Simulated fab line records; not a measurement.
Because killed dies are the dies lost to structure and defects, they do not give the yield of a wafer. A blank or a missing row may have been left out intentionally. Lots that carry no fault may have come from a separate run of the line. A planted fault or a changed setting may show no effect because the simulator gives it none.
fab line records	flow sky130
record lots=7	wafers=21	lastDay=49
route steps=708 shown VIA1@473 METAL2@483
lots that met no fault: from a run of the same line without faults
startH: the number of hours between the record's first day and the start of the first shown wafer of the lot	waitH: how many hours have passed since the lot's step before this one	" same as the row above	L1.1+2: one row covering several wafers at once	- no value, or no start was given	* or withheld: withheld	< > ~ a bound
route shown NAME@n: a module of which the file shows steps, and the number in the route of the first	usual: mean/standard deviation taken from wafers without a fault	same: alike in all rows	chamber/n: place in a boat	sites: readings site by site	_std_site: the values' standard deviation	_edge_site: outer sites' mean less inner sites'	radiusMm: for every site, how far away it sits from the centre of the wafer	mask NAME#n: copy n	behind: the last tool/chamber to shape the wafer	hold: the reason the lot was held/the length of the hold in hours/how it ended	device: the transistor (n, p or np) that didn't switch	end of line: the same wafers' tests at the end of the route	a step given without rows: its recipe and nothing more	killed: at the first sort, the dies lost to defects and structure; wafer yield is something else	map: a wafer's dies, marking killed ones x, the rest . and places with no die _
set.NAME: the setting that was run; set.NAME@STEP: the one run at that earlier step	model.NAME: the simulator's own value behind a step, which no gauge read
lots at selected steps of the route; one table per step, one row per wafer
services: the hour from which a tool's chamber was out of use, counted from the record's first day as startH (under 0 if before that day), plus the number of hours and why
## steps
# step SKY_VIA1_ETCH_15
# recipe target=SiO2	chemistry=C4F8/O2/Ar	targetDepthNm=351	stopOn=TiN	maskMaterial=KrF-thick	sourceW=1500	biasW=1200	pressureMtorr=40	c4f8FlowSccm=withheld	O2_flow_sccm=6	Ar_flow_sccm=300	timeS=54
# usual oesProductAu=0.981/0.0059
lot.wafer	tool	chamber	startH	waitH	oesProductAu	rfHoursCounterH
L261.3	rieDiel-02	3	826.40	0.0	0.985	14
L261.4	"	1	"	"	0.969	8
L261.6	"	2	"	"	0.987	-
L264.1	rieDiel-02	2	839.23	0.0	0.981	5
L264.3	"	0	"	"	0.984	16
L264.4	"	3	"	"	0.976	14
L267.1	rieDiel-01	2	858.98	0.0	0.985	17
L267.2	"	0	"	"	0.982	12
L267.3	"	3	"	"	0.982	1
L268.1	rieDiel-01	1	866.93	0.0	0.970	7
L268.4	"	2	"	"	0.986	17
L268.5	"	0	"	"	0.979	-
L269.2	rieDiel-01	3	878.85	0.0	0.973	2
L269.4	"	0	"	"	0.976	13
L269.5	"	3	"	"	0.970	-
L277.1	rieDiel-03	3	934.18	0.0	0.983	20
L277.2	"	0	"	"	0.988	15
L277.6	"	3	"	"	0.981	-
L278.2	rieDiel-02	0	934.75	0.0	0.987	18
L278.3	"	1	"	"	0.983	10
L278.4	"	2	"	"	0.982	7
# step SKY_VIA1_STRIP_16
# recipe chemistry=O2/N2	powerW=1400	pressureMtorr=1500	platenTempC=withheld	o2FlowSccm=3000	n2FlowSccm=300	overashFraction=0.5
# usual drypumpMotorCurrentA=5.57/0.22	oesProductAu=0.416/0.0045	stripTimeToEndpointS=4.459/0.025
lot.wafer	tool	chamber	startH	waitH	drypumpMotorCurrentA	oesProductAu	rfHoursCounterH	stripTimeToEndpointS
L261.3	plasmaAsher-04	0	826.48	0.1	5.68	0.415	-	4.485
L261.4	"	1	"	"	5.60	0.409	-	4.475
L261.6	"	1	"	"	5.60	0.422	-	4.445
L264.1	plasmaAsher-04	1	839.27	0.0	5.58	0.415	65	4.434
L264.3	"	1	"	"	5.58	0.409	-	4.426
L264.4	"	0	"	"	5.64	0.420	-	4.468
L267.1	plasmaAsher-02	1	859.02	0.0	5.56	0.413	12	4.450
L267.2	"	0	"	"	5.80	0.418	12	4.463
L267.3	"	1	"	"	5.57	0.411	-	4.482
L268.1	plasmaAsher-02	0	866.97	0.0	5.81	0.419	13	4.469
L268.4	"	0	"	"	5.77	0.420	-	4.436
L268.5	"	0	"	"	5.81	0.419	-	4.500
L269.2	plasmaAsher-02	0	878.89	0.0	5.75	0.422	14	4.511
L269.4	"	0	"	"	5.78	0.416	-	4.506
L269.5	"	0	"	"	5.77	0.412	-	4.481
L277.1	plasmaAsher-02	1	934.22	0.0	5.53	0.417	20	4.462
L277.2	"	0	"	"	5.78	0.418	20	4.463
L277.6	"	1	"	"	5.52	0.416	-	4.457
L278.2	plasmaAsher-04	0	934.79	0.0	5.63	0.414	74	4.411
L278.3	"	1	"	"	5.58	0.420	-	4.455
L278.4	"	0	"	"	5.69	0.426	-	4.431
# step SKY_VIA1_STRIP_17
# recipe chemistry=postEtchResidueRemover	timeS=1200	tempC=72.5
# step SKY_VIA1_CLEAN_18
# recipe chemistry=IPA	timeS=180	tempC=25
# step SKY_VIA1_CLEAN_19
# recipe chemistry=O3/DIW	dry=n2Spin
# step SKY_VIA1_SPUTTER_20
# recipe material=TiN	targetThkNm=20	chamberPressurePa=5	powerW=4000	timeS=80
# usual cathodeDcPowerW=4000.0/0.78	chamberPressurePa=5.000/0.0087	throttleValvePct=30.0/0.93
lot.wafer	tool	chamber	startH	waitH	cathodeDcPowerW	chamberPressurePa	throttleValvePct
L261.3	pvdSputter-04	-	827.14	0.0	3999.3	4.995	29.9
L261.4	"	-	"	"	3999.0	4.999	31.3
L261.6	"	-	"	"	3998.9	5.004	31.1
L264.1	pvdSputter-01	-	839.88	0.0	4000.2	4.991	32.0
L264.3	"	-	"	"	3998.5	4.989	28.6
L264.4	"	-	"	"	4001.6	5.014	30.1
L267.1	pvdSputter-02	-	859.65	0.0	4000.7	4.995	30.7
L267.2	"	-	"	"	3999.7	4.989	29.0
L267.3	"	-	"	"	3998.7	5.022	30.2
L268.1	pvdSputter-04	-	867.57	0.0	4000.2	4.994	31.3
L268.4	"	-	"	"	4000.5	4.998	30.0
L268.5	"	-	"	"	3998.9	4.993	29.3
L269.2	pvdSputter-01	-	879.53	0.0	4001.0	4.999	30.2
L269.4	"	-	"	"	4000.9	4.968	31.8
L269.5	"	-	"	"	4000.2	4.995	30.2
L277.1	pvdSputter-04	-	934.85	0.0	4001.5	5.011	31.1
L277.2	"	-	"	"	3998.8	4.991	29.3
L277.6	"	-	"	"	3999.9	5.004	29.7
L278.2	pvdSputter-01	-	935.42	0.0	4001.1	4.992	30.2
L278.3	"	-	"	"	4000.2	5.013	28.7
L278.4	"	-	"	"	4000.4	4.996	29.4
# step SKY_VIA1_CVD_21
# recipe material=W	targetThkNm=270	timeS=80.902	tempC=400	pressureTorr=40
# step SKY_VIA1_RS_MEAS_22
# recipe thkMeasGauge=four-point-probe	reads=W_of_VIA1_CVD_21+TiN_of_VIA1_SPUTTER_20
# usual VIA1_W_RS=0.429/0.0055
lot.wafer	tool	chamber	startH	waitH	VIA1_W_RS[ohm/sq]
L261.3	filmMetro-02	-	827.33	0.1	0.439
L261.4	"	-	"	"	0.425
L261.6	"	-	"	"	0.425
L264.1	filmMetro-02	-	840.04	0.1	0.429
L264.3	"	-	"	"	0.431
L264.4	"	-	"	"	0.427
L267.1	filmMetro-04	-	859.80	0.1	0.428
L267.2	"	-	"	"	0.427
L267.3	"	-	"	"	0.427
L268.1	filmMetro-04	-	867.72	0.1	0.430
L268.4	"	-	"	"	0.421
L268.5	"	-	"	"	0.431
L269.2	filmMetro-01	-	879.70	0.1	0.432
L269.4	"	-	"	"	0.434
L269.5	"	-	"	"	0.441
L277.1	filmMetro-01	-	935.00	0.1	0.433
L277.2	"	-	"	"	0.420
L277.6	"	-	"	"	0.427
L278.2	filmMetro-01	-	935.69	0.1	0.439
L278.3	"	-	"	"	0.436
L278.4	"	-	"	"	0.436
# step SKY_VIA1_THK_MEAS_23
# recipe thkMeasGauge=xrf	reads=W_of_VIA1_CVD_21
# usual VIA1_W_THK=272/3.6
lot.wafer	tool	chamber	startH	waitH	VIA1_W_THK[nm]
L261.3	filmMetro-02	-	827.43	0.1	268
L261.4	"	-	"	"	276
L261.6	"	-	"	"	277
L264.1	filmMetro-02	-	840.16	0.1	275
L264.3	"	-	"	"	273
L264.4	"	-	"	"	277
L267.1	filmMetro-04	-	859.92	0.1	276
L267.2	"	-	"	"	275
L267.3	"	-	"	"	276
L268.1	filmMetro-04	-	867.84	0.1	274
L268.4	"	-	"	"	279
L268.5	"	-	"	"	273
L269.2	filmMetro-01	-	879.81	0.1	273
L269.4	"	-	"	"	269
L269.5	"	-	"	"	265
L277.1	filmMetro-01	-	935.12	0.1	270
L277.2	"	-	"	"	276
L277.6	"	-	"	"	273
L278.2	filmMetro-01	-	935.80	0.1	265
L278.3	"	-	"	"	267
L278.4	"	-	"	"	267
# step SKY_VIA1_CMP_24
# recipe stopOn=SiO2	tOverpolishS=15	downForcePsi=3.5	platenRpm=60	targetThkNm=0	padVelocityMS=0.94248
# step SKY_METAL2_SPUTTER_00
# recipe material=Ti	targetThkNm=15	powerW=3000	timeS=10	chamberPressurePa=0.4
# usual cathodeDcPowerW=3000.0/0.55	chamberPressurePa=0.4000/0.00084	throttleValvePct=29.8/1.3
lot.wafer	tool	chamber	startH	waitH	cathodeDcPowerW	chamberPressurePa	throttleValvePct
L261.3	pvdSputter-03	-	828.26	0.1	3000.0	0.4010	27.6
L261.4	"	-	"	"	3000.8	0.3999	30.1
L261.6	"	-	"	"	2999.2	0.4001	30.2
L264.1	pvdSputter-04	-	840.55	0.2	2999.8	0.4015	31.2
L264.3	"	-	"	"	2999.9	0.3998	30.7
L264.4	"	-	"	"	2999.3	0.3992	29.3
L267.1	pvdSputter-04	-	860.67	0.1	3000.9	0.4013	30.7
L267.2	"	-	"	"	3000.2	0.3995	30.0
L267.3	"	-	"	"	3000.6	0.4010	31.4
L268.1	pvdSputter-01	-	868.20	0.2	3000.3	0.3989	30.1
L268.4	"	-	"	"	2999.7	0.3999	31.7
L268.5	"	-	"	"	3000.0	0.4006	29.2
L269.2	pvdSputter-04	-	880.45	0.1	2999.8	0.4000	30.6
L269.4	"	-	"	"	3000.8	0.4006	30.2
L269.5	"	-	"	"	2999.6	0.3997	29.5
L277.1	pvdSputter-03	-	935.48	0.2	2999.3	0.4008	30.4
L277.2	"	-	"	"	3000.1	0.3995	28.2
L277.6	"	-	"	"	3000.3	0.4002	30.2
L278.2	pvdSputter-03	-	936.15	0.2	2999.7	0.3993	28.1
L278.3	"	-	"	"	3000.6	0.4007	28.1
L278.4	"	-	"	"	2999.1	0.4007	27.9
# step SKY_METAL2_SPUTTER_01
# recipe material=TiN	targetThkNm=20	powerW=6500	timeS=16.7	chamberPressurePa=0.4
# step SKY_METAL2_SPUTTER_02
# recipe material=AlCu	targetThkNm=250	powerW=10600	timeS=13.3	chamberPressurePa=0.4
# usual cathodeDcPowerW=10600/1.9	chamberPressurePa=0.4001/0.00086	throttleValvePct=29.9/1.4
lot.wafer	tool	chamber	startH	waitH	cathodeDcPowerW	chamberPressurePa	throttleValvePct
L261.3	pvdSputter-03	-	828.31	0.0	10602	0.3991	28.0
L261.4	"	-	"	"	10597	0.3994	30.1
L261.6	"	-	"	"	10602	0.3997	30.0
L264.1	pvdSputter-04	-	840.60	0.0	10603	0.4002	30.9
L264.3	"	-	"	"	10603	0.3990	30.8
L264.4	"	-	"	"	10601	0.4004	29.6
L267.1	pvdSputter-04	-	860.72	0.0	-	-	-
L267.2	"	-	"	"	-	-	-
L267.3	"	-	"	"	-	-	-
L268.1	pvdSputter-01	-	868.25	0.0	-	-	-
L268.4	"	-	"	"	-	-	-
L268.5	"	-	"	"	-	-	-
L269.2	pvdSputter-04	-	880.50	0.0	-	-	-
L269.4	"	-	"	"	-	-	-
L269.5	"	-	"	"	-	-	-
L277.1	pvdSputter-03	-	935.53	0.0	10603	0.4000	29.9
L277.2	"	-	"	"	10601	0.4003	28.0
L277.6	"	-	"	"	10598	0.3975	30.2
L278.2	pvdSputter-03	-	936.20	0.0	10603	0.4008	27.8
L278.3	"	-	"	"	10598	0.4001	28.0
L278.4	"	-	"	"	10597	0.4011	27.4
# step SKY_METAL2_SPUTTER_03
# recipe material=Ti	targetThkNm=5	powerW=3000	timeS=3.3	chamberPressurePa=0.4
# usual cathodeDcPowerW=3000.0/0.54	chamberPressurePa=0.4001/0.0007	throttleValvePct=29.8/1.3
lot.wafer	tool	chamber	startH	waitH	cathodeDcPowerW	chamberPressurePa	throttleValvePct
L261.3	pvdSputter-03	-	828.34	0.0	2999.9	0.4010	27.9
L261.4	"	-	"	"	2999.7	0.3990	30.1
L261.6	"	-	"	"	2999.6	0.3997	30.3
L264.1	pvdSputter-04	-	840.62	0.0	2999.7	0.4006	31.1
L264.3	"	-	"	"	3000.6	0.3991	30.6
L264.4	"	-	"	"	3000.5	0.4000	29.4
L267.1	pvdSputter-04	-	860.74	0.0	2999.7	0.4008	30.5
L267.2	"	-	"	"	3000.7	0.4004	30.0
L267.3	"	-	"	"	2999.9	0.4004	31.2
L268.1	pvdSputter-01	-	868.28	0.0	2999.9	0.3996	30.1
L268.4	"	-	"	"	3000.2	0.3992	32.0
L268.5	"	-	"	"	3000.2	0.4009	29.3
L269.2	pvdSputter-04	-	880.53	0.0	3000.0	0.4009	30.7
L269.4	"	-	"	"	2999.9	0.4006	30.3
L269.5	"	-	"	"	3001.0	0.4003	29.4
L277.1	pvdSputter-03	-	935.55	0.0	3000.5	0.3997	30.0
L277.2	"	-	"	"	3000.9	0.3989	28.0
L277.6	"	-	"	"	2999.7	0.4000	30.2
L278.2	pvdSputter-03	-	936.22	0.0	3000.5	0.3994	28.0
L278.3	"	-	"	"	3000.3	0.4013	28.3
L278.4	"	-	"	"	2999.4	0.4001	28.0
# step SKY_METAL2_SPUTTER_04
# recipe material=TiN	targetThkNm=70	powerW=6500	timeS=58.3	chamberPressurePa=0.4
# step SKY_METAL2_RS_MEAS_05
# recipe thkMeasGauge=four-point-probe	reads=TiN_of_METAL2_SPUTTER_04+Ti_of_METAL2_SPUTTER_03+AlCu_of_METAL2_SPUTTER_02+TiN_of_METAL2_SPUTTER_01+Ti_of_METAL2_SPUTTER_00
# usual METAL2_ALCU_RS=0.1266/0.0014
lot.wafer	tool	chamber	startH	waitH	METAL2_ALCU_RS[ohm/sq]
L261.3	filmMetro-04	-	828.44	0.1	0.1263
L261.4	"	-	"	"	0.1257
L261.6	"	-	"	"	0.1249
L264.1	filmMetro-02	-	840.69	0.0	0.1264
L264.3	"	-	"	"	0.1280
L264.4	"	-	"	"	0.1257
L267.1	filmMetro-02	-	860.81	0.0	8.5101
L267.2	"	-	"	"	8.6187
L267.3	"	-	"	"	8.7242
L268.1	filmMetro-04	-	868.34	0.0	8.5748
L268.4	"	-	"	"	8.6383
L268.5	"	-	"	"	8.5781
L269.2	filmMetro-02	-	880.61	0.0	8.5976
L269.4	"	-	"	"	8.6707
L269.5	"	-	"	"	8.7481
L277.1	filmMetro-02	-	935.62	0.0	0.1248
L277.2	"	-	"	"	0.1235
L277.6	"	-	"	"	0.1246
L278.2	filmMetro-04	-	936.31	0.0	0.1263
L278.3	"	-	"	"	0.1270
L278.4	"	-	"	"	0.1271
# step SKY_METAL2_THK_MEAS_06
# recipe thkMeasGauge=xrf	reads=AlCu_of_METAL2_SPUTTER_02
# usual METAL2_ALCU_THK=252.1/2.7
lot.wafer	tool	chamber	startH	waitH	METAL2_ALCU_THK[nm]
L261.3	filmMetro-04	-	828.54	0.1	256.3
L261.4	"	-	"	"	254.8
L261.6	"	-	"	"	255.7
L264.1	filmMetro-02	-	840.81	0.1	250.1
L264.3	"	-	"	"	248.2
L264.4	"	-	"	"	251.1
L267.1	filmMetro-02	-	860.93	0.1	<0.3
L267.2	"	-	"	"	<0.3
L267.3	"	-	"	"	<0.3
L268.1	filmMetro-04	-	868.46	0.1	<0.4
L268.4	"	-	"	"	<0.4
L268.5	"	-	"	"	<0.4
L269.2	filmMetro-02	-	880.72	0.1	<0.3
L269.4	"	-	"	"	<0.3
L269.5	"	-	"	"	<0.3
L277.1	filmMetro-02	-	935.74	0.1	253.2
L277.2	"	-	"	"	255.3
L277.6	"	-	"	"	252.3
L278.2	filmMetro-04	-	936.42	0.1	253.8
L278.3	"	-	"	"	253.8
L278.4	"	-	"	"	252.5
# step SKY_METAL2_DEHYDRATE_07
# recipe tempC=200	timeS=60
## services
tool	chamber	startH	hours	kind
rieDiel-01	1	807.91	1.2	repair
pvdSputter-01	-	822.80	1.7	repair
pvdSputter-04	-	829.44	5.4	repair
plasmaAsher-04	-	833.26	2.3	repair
plasmaAsher-04	-	848.17	2.3	repair
pvdSputter-03	-	862.96	6.4	repair
rieDiel-03	0	863.99	7.5	repair
rieDiel-03	2	878.40	2.6	repair
pvdSputter-01	-	890.55	2.6	repair
pvdSputter-02	0	903.07	-	consumableReplace:kit
pvdSputter-02	0	903.07	18.0	scheduledDown
pvdSputter-02	0	903.07	18.0	ventCycle
rieDiel-03	0	909.05	11.0	repair
pvdSputter-03	-	910.96	2.9	repair
pvdSputter-03	1	923.54	-	consumableReplace:kit
pvdSputter-03	1	923.54	18.0	scheduledDown
pvdSputter-03	1	923.54	18.0	ventCycle
rieDiel-03	2	933.68	50.7	repair
rieDiel-01	3	934.08	5.8	repair
pvdSputter-02	-	934.79	2.4	repair
pvdSputter-01	0	935.31	-	consumableReplace:kit
pvdSputter-01	0	935.31	18.0	scheduledDown
pvdSputter-01	0	935.31	18.0	ventCycle
## key
firstSign step=SKY_METAL2_SPUTTER_02	reading=toolRecord	direction=missing
effect step=SKY_METAL2_RS_MEAS_05	reading=METAL2_ALCU_RS	direction=up	sigmas=99+	usual=0.1266	struck=8.6290
effect step=SKY_METAL2_THK_MEAS_06	reading=METAL2_ALCU_THK	direction=down	sigmas=92	usual=252.1	struck=<0.3
metAt SKY_METAL2_SPUTTER_02
struckWafers L267.1,L267.2,L267.3,L268.1,L268.4,L268.5,L269.2,L269.4,L269.5
laterRowsLeftOut L267.1,L267.2,L267.3,L268.1,L268.4,L268.5,L269.2,L269.4,L269.5
sortLeftOut L267.1,L267.2,L267.3,L268.1,L268.4,L268.5,L269.2,L269.4,L269.5
onsetBetween 840.60 860.72
fault kind=skippedStepWhole	tool=pvdSputter-01,pvdSputter-04	chamber=-	onsetH=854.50	steps=SKY_METAL2_SPUTTER_02	scope=struckLotsOnly
# sortLeftOut: the simulated sort isn't trusted on such a fault, so these wafers' sort isn't shown, and their yield isn't known
# laterRowsLeftOut: the simulator's readings of these wafers behind a module that went badly wrong aren't trusted and aren't shown, but for the sort
